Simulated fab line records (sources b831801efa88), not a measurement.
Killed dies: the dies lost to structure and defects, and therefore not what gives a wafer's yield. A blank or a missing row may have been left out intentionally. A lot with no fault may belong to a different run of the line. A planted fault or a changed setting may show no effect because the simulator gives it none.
fab line records -- flow sky130
record lots=5, wafers=15, last-day=49
route steps=708 shown SONOS_TUNNEL@160 SONOS_ONO@168 GATE_OXIDE@187 PAD_OPEN@708
lots that met no fault: from a run of the same line without faults
start-h: hours from the record's opening day to when the first of the lot's shown wafers began -- wait-h: how many hours have passed since the lot's step before this one -- " the same as in the row above -- L1.1+2: a row that stands for several wafers -- - no value, or no start given -- * or withheld: withheld -- < > ~ a bound
route shown NAME@n: names a module that has steps shown in the file, with the first one's number in the route -- usual: mean/standard deviation of fault-free wafers -- same: alike in all rows -- chamber/n: place in a boat -- sites: per-site readings -- _std_site: the values' standard deviation -- _edge_site: mean of outer sites minus mean of inner sites -- radius-mm: for every site, how far away it sits from the centre of the wafer -- mask NAME#n: copy n -- behind: the last tool/chamber to shape the wafer -- hold: why the lot was held/for how many hours/how that ended -- device: whichever transistor did not switch (one of n, p or np) -- end of line: the tests these same wafers got at the end of their route -- for a step that has no rows: nothing shown but its recipe -- killed: dies lost to structure and defects at the first sort, not the wafer's yield -- map: per-die view of a wafer (x killed, . not killed, _ where there is no die)
set.NAME: the setting the step ran with; set.NAME@STEP: the setting that earlier step ran with -- model.NAME: the simulator's own value behind a step, which no gauge read
lots at some steps of the route; a table a step, a row a wafer
services: from which hour (start-h, from the record's first day; less than 0 if before it) a tool's chamber was out of use, for how many hours, and why
## steps
# step SKY_SONOS_TUNNEL_DEVELOP_06
# recipe resist=NOVOLAK, developer=TMAH, develop-time-s=60, dev-temp-c=23
# step SKY_SONOS_TUNNEL_IMPLANT_09
# recipe species=B, energy-kev=20, dose-cm2=1e+12, tilt-deg=withheld
# step SKY_SONOS_TUNNEL_WET_ETCH_10
# recipe chemistry=dHF, target-depth-nm=14, target=SiO2, dilution=100:1, temp-c=25, time-s=280
# step SKY_SONOS_TUNNEL_STRIP_11
# recipe chemistry=SPM, time-s=600, temp-c=130
# step SKY_SONOS_TUNNEL_CLEAN_13
# recipe chemistry=dHF, time-s=20, dilution=100:1, dry=ipa-marangoni
# step SKY_SONOS_ONO_OXIDATION_00
# recipe temp-c=800, ambient=O2, idle-temp-c=700, ramp-up-c-per-min=10, ramp-down-c-per-min=3, stabilise-s=600, purge-s=300, target-thk-a=26, ox-time-s=1249
# step SKY_SONOS_ONO_CVD_02
# recipe material=Si3N4, precursor=DCS/NH3, target-thk-nm=10.5, temp-c=770, time-s=180, pressure-mtorr=250
# step SKY_SONOS_ONO_CVD_04
# recipe material=SiO2, precursor=SiH4/N2O, target-thk-nm=5.7199, temp-c=900, pressure-mtorr=400
# usual spike-tc-bottom-C=915.8/1.8, spike-tc-centre-C=900.5/1, spike-tc-lower-C=900.2/1.4, zone-power-bottom-pct=26.1/1.5, zone-power-centre-pct=17.6/0.72, zone-power-lower-pct=18.2/2.5
# same time-s=900
lot.wafer,tool,chamber,start-h,wait-h,spike-tc-bottom-C,spike-tc-centre-C,spike-tc-lower-C,zone-power-bottom-pct,zone-power-centre-pct,zone-power-lower-pct,model.SiO2_of_SONOS_ONO_CVD_04.thk-nm
L586.1,lpcvd-03,1,276.89,0.1,914.6,900.2,899.7,25.3,18.0,16.3,5.541
L586.3,lpcvd-03,1,276.89,0.1,915.5,900.2,898.7,25.2,18.1,15.8,5.562
L586.5,lpcvd-03,1,276.89,0.1,914.9,899.2,900.0,25.0,18.0,16.0,5.526
L594.1,lpcvd-03,1,337.15,0.1,908.4,894.9,932.4,20.5,12.2,28.4,6.548
L594.4,lpcvd-03,1,337.15,0.1,908.7,896.6,933.4,20.3,12.2,28.5,5.943
L594.5,lpcvd-03,1,337.15,0.1,908.6,896.3,932.3,20.1,12.1,28.5,5.91
L595.1,lpcvd-03,1,344.66,0.1,908.8,895.9,933.0,20.1,12.1,28.3,6.623
L595.3,lpcvd-03,1,344.66,0.1,908.2,897.9,932.4,20.1,12.1,27.8,6.1
L595.5,lpcvd-03,1,344.66,0.1,908.4,894.6,932.9,20.1,12.3,28.6,5.755
L596.1,lpcvd-03,1,355.72,0.1,909.2,897.1,931.8,19.8,12.1,28.9,6.79
L596.2,lpcvd-03,1,355.72,0.1,910.0,894.5,933.6,20.4,12.1,28.5,7.018
L596.4,lpcvd-03,1,355.72,0.1,909.1,897.3,932.9,20.0,12.1,28.2,7.034
L603.2,lpcvd-03,0,417.97,0.0,918.2,901.1,901.7,28.5,16.8,21.2,5.558
L603.3,lpcvd-03,0,417.97,0.0,917.2,900.8,901.4,28.4,16.4,21.5,5.562
L603.6,lpcvd-03,0,417.97,0.0,919.6,900.7,902.3,28.2,16.7,21.5,5.608
# step SKY_SONOS_ONO_THK_MEAS_05
# recipe reads=SiO2_of_SONOS_ONO_CVD_04
# usual SONOS_ONO_CVD_04_THK=5.65/0.11
lot.wafer,tool,chamber,start-h,wait-h,hold,SONOS_ONO_CVD_04_THK[nm]
L586.1,film-metro-03,-,278.76,0.0,-,5.56
L586.3,film-metro-03,-,278.76,0.0,-,5.55
L586.5,film-metro-03,-,278.76,0.0,-,5.56
L594.1,film-metro-01,-,338.40,0.0,await-dispo/0.2h/release,6.52
L594.4,film-metro-01,-,338.40,0.0,await-dispo/0.2h/release,5.95
L594.5,film-metro-01,-,338.40,0.0,await-dispo/0.2h/release,5.89
L594.1,film-metro-01,-,338.63,0.2,-,6.57
L594.4,film-metro-01,-,338.63,0.2,-,5.92
L594.5,film-metro-01,-,338.63,0.2,-,5.91
L595.1,film-metro-04,-,345.91,0.0,await-dispo/0.2h/release,6.60
L595.3,film-metro-04,-,345.91,0.0,await-dispo/0.2h/release,6.11
L595.5,film-metro-04,-,345.91,0.0,await-dispo/0.2h/release,5.78
L595.1,film-metro-04,-,346.14,0.2,-,6.63
L595.3,film-metro-04,-,346.14,0.2,-,6.10
L595.5,film-metro-04,-,346.14,0.2,-,5.75
L596.1,film-metro-03,-,356.97,0.0,await-dispo/0.2h/release,6.77
L596.2,film-metro-03,-,356.97,0.0,await-dispo/0.2h/release,6.97
L596.4,film-metro-03,-,356.97,0.0,await-dispo/0.2h/release,7.03
L596.1,film-metro-03,-,357.20,0.2,-,6.84
L596.2,film-metro-03,-,357.20,0.2,-,6.99
L596.4,film-metro-03,-,357.20,0.2,-,7.07
L603.2,film-metro-03,-,419.23,0.0,-,5.57
L603.3,film-metro-03,-,419.23,0.0,-,5.54
L603.6,film-metro-03,-,419.23,0.0,-,5.64
# step SKY_SONOS_ONO_HMDS_07
# recipe prime-time-s=60, prime-temp-c=120
# step SKY_SONOS_ONO_COAT_08
# recipe resist=NOVOLAK, spin-rpm=3000, resist-thk-nm=1140
# step SKY_SONOS_ONO_SOFTBAKE_09
# recipe temp-c=90, time-s=60, resist=NOVOLAK
# step SKY_SONOS_ONO_EXPOSE_10
# recipe mask-id=ONOM, target-cd-nm=410, na=0.6, source-shape=conventional, sigma-outer=0.6, dose-mj=150
# step SKY_SONOS_ONO_PEB_11
# recipe temp-c=withheld, time-s=*, resist=NOVOLAK
# step SKY_SONOS_ONO_DEVELOP_12
# recipe develop-time-s=60, dev-temp-c=23
# step SKY_SONOS_ONO_ETCH_15
# recipe target-depth-nm=19.52, chemistry=CHF3/O2, source-w=600, bias-w=200, pressure-mtorr=40, chf3-flow-sccm=50, O2_flow_sccm=5, time-s=7.8
# step SKY_SONOS_ONO_WET_ETCH_16
# recipe chemistry=dHF, target-depth-nm=14, dry=n2-spin, target=SiO2, dilution=100:1, temp-c=25, time-s=280
# step SKY_SONOS_ONO_STRIP_17
# recipe chemistry=O2/N2, power-w=1400, pressure-mtorr=1500, platen-temp-c=withheld, o2-flow-sccm=3000, n2-flow-sccm=300, overash-fraction=0.5
# step SKY_SONOS_ONO_WET_ETCH_18
# recipe chemistry=H3PO4, target-depth-nm=15, target=Si3N4, temp-c=160, time-s=172
# step SKY_GATE_OXIDE_CLEAN_00
# recipe chemistry=SC1/SC2, mix=1:4:20, temp-c=70, time-s=150, dry=n2-spin
# step SKY_GATE_OXIDE_OXIDATION_01
# recipe temp-c=900, ambient=O2, stabilise-s=600, purge-s=300, target-thk-a=102.68, ox-time-s=1473
# step SKY_GATE_OXIDE_DEHYDRATE_03
# recipe temp-c=200, time-s=60
# step SKY_GATE_OXIDE_HMDS_04
# recipe prime-time-s=60, prime-temp-c=120
# step SKY_GATE_OXIDE_COAT_05
# recipe resist=NOVOLAK, spin-rpm=3000, resist-thk-nm=1140
# step SKY_GATE_OXIDE_SOFTBAKE_06
# recipe temp-c=90, time-s=60, resist=NOVOLAK
# step SKY_GATE_OXIDE_EXPOSE_07
# recipe mask-id=LVOM, na=0.6, source-shape=conventional, sigma-outer=0.6, polarization=unpolarized, target-cd-nm=600, dose-mj=170
# step SKY_GATE_OXIDE_PEB_08
# recipe temp-c=withheld, time-s=*, resist=NOVOLAK
# step SKY_GATE_OXIDE_DEVELOP_09
# recipe resist=NOVOLAK, developer=TMAH, develop-time-s=60, dev-temp-c=23
# step SKY_GATE_OXIDE_IMPLANT_11
# recipe species=B, energy-kev=10, dose-cm2=2.6e+12, tilt-deg=withheld
# step SKY_GATE_OXIDE_WET_ETCH_12
# recipe chemistry=dHF, target-depth-nm=16.8, dry=n2-spin, target=SiO2, dilution=100:1, temp-c=25, time-s=336
# step SKY_GATE_OXIDE_STRIP_13
# recipe chemistry=O2/N2, power-w=1400, pressure-mtorr=1500, platen-temp-c=withheld, o2-flow-sccm=3000, n2-flow-sccm=300, overash-fraction=0.5
# step SKY_GATE_OXIDE_CLEAN_15
# recipe chemistry=SC1/SC2, mix=1:4:20, temp-c=70, time-s=150, dry=n2-spin
# usual temp-c=70.01/0.12
# same time-s=150
lot.wafer,tool,chamber,start-h,wait-h,temp-c,model.SiO2_of_SONOS_ONO_CVD_04.thk-nm
L586.1,wet-bench-01,0,331.70,0.1,69.92,4.016
L586.3,wet-bench-01,0,331.70,0.1,70.18,4.034
L586.5,wet-bench-01,0,331.70,0.1,70.05,3.989
L594.1,wet-bench-01,3,398.10,0.1,69.90,5.035
L594.4,wet-bench-01,3,398.10,0.1,70.06,4.42
L594.5,wet-bench-01,3,398.10,0.1,70.13,4.389
L595.1,wet-bench-02,3,406.07,0.1,69.96,5.133
L595.3,wet-bench-02,3,406.07,0.1,69.93,4.605
L595.5,wet-bench-02,3,406.07,0.1,69.75,4.265
L596.1,wet-bench-02,2,417.82,0.1,70.13,5.27
L596.2,wet-bench-02,2,417.82,0.1,70.00,5.499
L596.4,wet-bench-02,2,417.82,0.1,69.84,5.518
L603.2,wet-bench-01,3,482.29,0.0,69.69,4.041
L603.3,wet-bench-01,3,482.29,0.0,69.90,4.041
L603.6,wet-bench-01,3,482.29,0.0,69.87,4.083
# step SKY_PAD_OPEN_PROBE_99
# usual killed_at_M0_to_M3=44/7.3, killed_at_M4_up=3.1/1.6, killed-at-contacts=24/5.4, killed-at-front-end=15/4, killed-at-other=0.2/0.49, killed-dies=86/10, killed-open=48/7.3, killed-short=38/6.3
# same gross-dies=492, killed-at-back-side=0
lot.wafer,tool,chamber,start-h,wait-h,killed_at_M0_to_M3,killed_at_M4_up,killed-at-contacts,killed-at-front-end,killed-at-other,killed-dies,killed-open,killed-short,model.etest.sonos-erased.drive-ua-um,model.etest.sonos-uncharged.r-on-ohm-um,model.etest.cap-ono.gate-log10-a-cm2,model.etest.cap-ono.gate-bv-v,model.etest.sonos-programmed.off-log10-a-um,model.etest.cap-ono.tox-acc-nm,model.etest.sonos-programmed.vt-v,model.etest.sonos-erased.vt-v
L586.1,prober-01,-,1091.54,0.1,54,2,20,15,0,91,45,46,216.6,799.7,-7.523,16.19,-14.07,12.56,1.583,-2.431
L586.3,prober-01,-,1091.64,0.2,45,0,27,26,0,98,57,41,229.9,796.6,-7.553,16.1,-14.04,12.5,1.628,-2.441
L586.5,prober-01,-,1091.74,0.2,37,4,27,20,1,89,57,32,216.3,798,-7.362,15.34,-14.08,12.5,1.638,-2.451
L594.1,prober-01,-,1136.60,0.1,45,1,32,15,0,93,55,38,143.2,846.9,-8.964,17.33,-13.87,13.72,1.062,-1.846
L594.4,prober-01,-,1136.75,0.2,59,0,30,16,0,105,57,48,157,817.5,-8.142,16.72,-13.86,13.07,1.359,-2.157
L594.5,prober-01,-,1136.80,0.2,42,0,23,21,1,87,47,40,160.8,803.6,-8.098,16.67,-14.01,13.05,1.417,-2.166
L595.1,prober-02,-,1144.01,0.1,44,2,20,6,0,72,41,31,99.08,865.7,-9.252,18.08,-12.41,13.93,0.8418,-1.651
L595.3,prober-02,-,1144.11,0.2,43,4,26,16,0,89,44,45,149.8,809,-8.582,16.84,-13.9,13.34,1.237,-2.035
L595.5,prober-02,-,1144.21,0.2,34,2,24,12,1,73,36,37,191.7,817.7,-8.06,16.53,-13.98,12.98,1.407,-2.245
L596.1,prober-01,-,1150.74,0.1,56,2,15,13,0,86,44,42,126.7,873.8,-9.427,17.81,-12.74,14.01,0.8249,-1.683
L596.2,prober-01,-,1150.79,0.1,49,3,28,12,0,92,58,34,109.6,850.5,-9.54,17.56,-11.75,14.12,0.7516,-1.575
L596.4,prober-01,-,1150.89,0.2,35,4,23,9,1,72,34,38,135.4,876.7,-9.633,17.7,-11.07,14.22,0.6714,-1.591
L603.2,prober-01,-,1187.63,0.1,51,3,36,17,1,108,61,47,240.7,767.1,-7.693,15.89,-13.92,12.7,1.491,-2.415
L603.3,prober-01,-,1187.68,0.2,46,5,24,9,0,84,49,35,202.7,795.7,-7.742,15.98,-13.9,12.71,1.547,-2.363
L603.6,prober-01,-,1187.83,0.2,57,1,19,15,0,92,41,51,190.2,799.7,-7.783,16.06,-13.94,12.71,1.553,-2.34
# killed by level:class
L586.1 VIA3:geometric-particle:open=10 VIA1:geometric-particle:open=8 METAL1:geometric-particle:short=8 METAL2:geometric-particle:short=7 VIA2:geometric-particle:open=7 LOCAL_INTERCONNECT:geometric-particle:short=6 CONTACT:geometric-particle:short=6 FIELD_ISO:geometric-particle:open=5
L586.3 VIA1:geometric-particle:open=13 CONTACT:geometric-particle:open=9 FIELD_ISO:geometric-particle:open=7 VIA1:geometric-particle:short=7 LI_CONTACT:geometric-particle:open=6 CONTACT:geometric-particle:short=6 METAL1:geometric-particle:short=6 VIA3:geometric-particle:open=6
L586.5 CONTACT:geometric-particle:open=10 VIA3:geometric-particle:open=9 LI_CONTACT:geometric-particle:open=8 VIA1:geometric-particle:open=8 CONTACT:geometric-particle:short=6 VIA2:geometric-particle:open=5 FIELD_ISO:geometric-particle:open=5 FIELD_ISO:geometric-particle:short=5
L594.1 CONTACT:geometric-particle:open=16 METAL1:geometric-particle:short=10 VIA2:geometric-particle:open=9 LI_CONTACT:geometric-particle:open=8 VIA1:geometric-particle:open=8 POLY_GATE:geometric-particle:open=6 POLY_GATE:geometric-particle:short=4 CONTACT:geometric-particle:short=4
L594.4 CONTACT:geometric-particle:open=14 VIA1:geometric-particle:open=10 LI_CONTACT:geometric-particle:open=7 METAL1:geometric-particle:short=7 VIA3:geometric-particle:open=7 METAL2:geometric-particle:short=6 METAL3:geometric-particle:short=6 VIA3:geometric-particle:short=6
L594.5 VIA1:geometric-particle:open=9 CONTACT:geometric-particle:open=7 VIA2:geometric-particle:open=7 FIELD_ISO:geometric-particle:open=5 POLY_GATE:geometric-particle:short=5 LOCAL_INTERCONNECT:geometric-particle:short=5 VIA2:geometric-particle:short=5 VIA3:geometric-particle:open=5
L595.1 VIA1:geometric-particle:open=10 CONTACT:geometric-particle:open=9 METAL2:geometric-particle:short=8 VIA2:geometric-particle:open=8 LI_CONTACT:geometric-particle:open=4 CONTACT:geometric-particle:short=4 METAL1:geometric-particle:short=4 VIA3:geometric-particle:open=4
L595.3 CONTACT:geometric-particle:open=12 VIA1:geometric-particle:short=8 VIA1:geometric-particle:open=8 CONTACT:geometric-particle:short=7 LI_CONTACT:geometric-particle:open=6 METAL1:geometric-particle:short=6 FIELD_ISO:geometric-particle:open=5 METAL2:geometric-particle:short=5
L595.5 CONTACT:geometric-particle:open=8 VIA2:geometric-particle:open=6 LOCAL_INTERCONNECT:geometric-particle:short=6 VIA1:geometric-particle:open=6 METAL2:geometric-particle:short=6 POLY_GATE:geometric-particle:short=5 CONTACT:geometric-particle:short=4 VIA1:geometric-particle:short=4
L596.1 VIA1:geometric-particle:open=11 VIA2:geometric-particle:open=11 METAL1:geometric-particle:short=7 VIA1:geometric-particle:short=6 METAL3:geometric-particle:short=6 VIA3:geometric-particle:open=5 FIELD_ISO:geometric-particle:short=4 POLY_GATE:geometric-particle:short=4
L596.2 VIA2:geometric-particle:open=11 CONTACT:geometric-particle:open=10 LI_CONTACT:geometric-particle:open=9 VIA3:geometric-particle:open=9 VIA1:geometric-particle:open=8 METAL2:geometric-particle:short=8 VIA1:geometric-particle:short=5 FIELD_ISO:geometric-particle:short=4
L596.4 VIA1:geometric-particle:open=10 LI_CONTACT:geometric-particle:open=6 CONTACT:geometric-particle:open=5 LI_CONTACT:geometric-particle:short=5 METAL2:geometric-particle:short=5 LOCAL_INTERCONNECT:geometric-particle:short=4 METAL1:geometric-particle:short=4 VIA1:geometric-particle:short=4
L603.2 VIA1:geometric-particle:open=12 LI_CONTACT:geometric-particle:open=9 CONTACT:geometric-particle:open=9 VIA3:geometric-particle:open=8 FIELD_ISO:geometric-particle:open=7 VIA2:geometric-particle:open=7 METAL2:geometric-particle:short=7 LOCAL_INTERCONNECT:geometric-particle:short=6
L603.3 VIA1:geometric-particle:open=13 CONTACT:geometric-particle:open=10 VIA2:geometric-particle:open=7 LI_CONTACT:geometric-particle:open=6 VIA3:geometric-particle:open=6 METAL2:geometric-particle:short=5 LI_CONTACT:geometric-particle:short=5 METAL4:geometric-particle:short=5
L603.6 VIA1:geometric-particle:open=12 METAL2:geometric-particle:short=11 FIELD_ISO:geometric-particle:short=8 CONTACT:geometric-particle:open=7 VIA2:geometric-particle:open=7 CONTACT:geometric-particle:short=5 VIA3:geometric-particle:open=5 METAL1:geometric-particle:short=4
## services
tool,chamber,start-h,hours,kind
wet-bench-01,-,252.94,1.1,repair
lpcvd-03,-,259.83,6.1,pm
lpcvd-03,-,463.55,5.0,repair
wet-bench-01,-,477.74,0.9,repair
## key
first-sign step=SKY_SONOS_ONO_CVD_04, reading=spike-tc-lower-C, direction=up, sigmas=23, usual=900.2, struck=932.7
effect step=SKY_SONOS_ONO_CVD_04, reading=zone-power-centre-pct, direction=down, sigmas=7.5, usual=17.6, struck=12.1
effect step=SKY_SONOS_ONO_THK_MEAS_05, reading=visit, direction=added
effect step=SKY_SONOS_ONO_THK_MEAS_05, reading=SONOS_ONO_CVD_04_THK, direction=up, sigmas=6.8, usual=5.65, struck=6.40
model-effect step=SKY_SONOS_ONO_CVD_04, value=SiO2_of_SONOS_ONO_CVD_04.thk-nm, without=5.547, struck=6.413
model-effect step=SKY_GATE_OXIDE_CLEAN_15, value=SiO2_of_SONOS_ONO_CVD_04.thk-nm, without=4.038, struck=4.904
model-effect step=SKY_PAD_OPEN_PROBE_99, value=etest.sonos-erased.drive-ua-um, without=190.9, struck=141.5
met-at SKY_SONOS_ONO_CVD_04
struck-wafers L594.1,L594.4,L594.5,L595.1,L595.3,L595.5,L596.1,L596.2,L596.4
tester-left-out L594,L595,L596
onset-between 276.89 337.15
fault kind=process-parameter-drift, tool=lpcvd-03, chamber=-, onset-h=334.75, steps=SKY_SONOS_ONO_CVD_04, channel=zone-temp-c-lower, offset=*, shape=step, end-h=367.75
# tester-left-out: of these lots the tester's yield and bins aren't shown, on N5 and GAA mostly nor the transistor test; their killed dies are dies lost to structure and defects alone, not to doping, threshold or leakage, so they don't give the yield
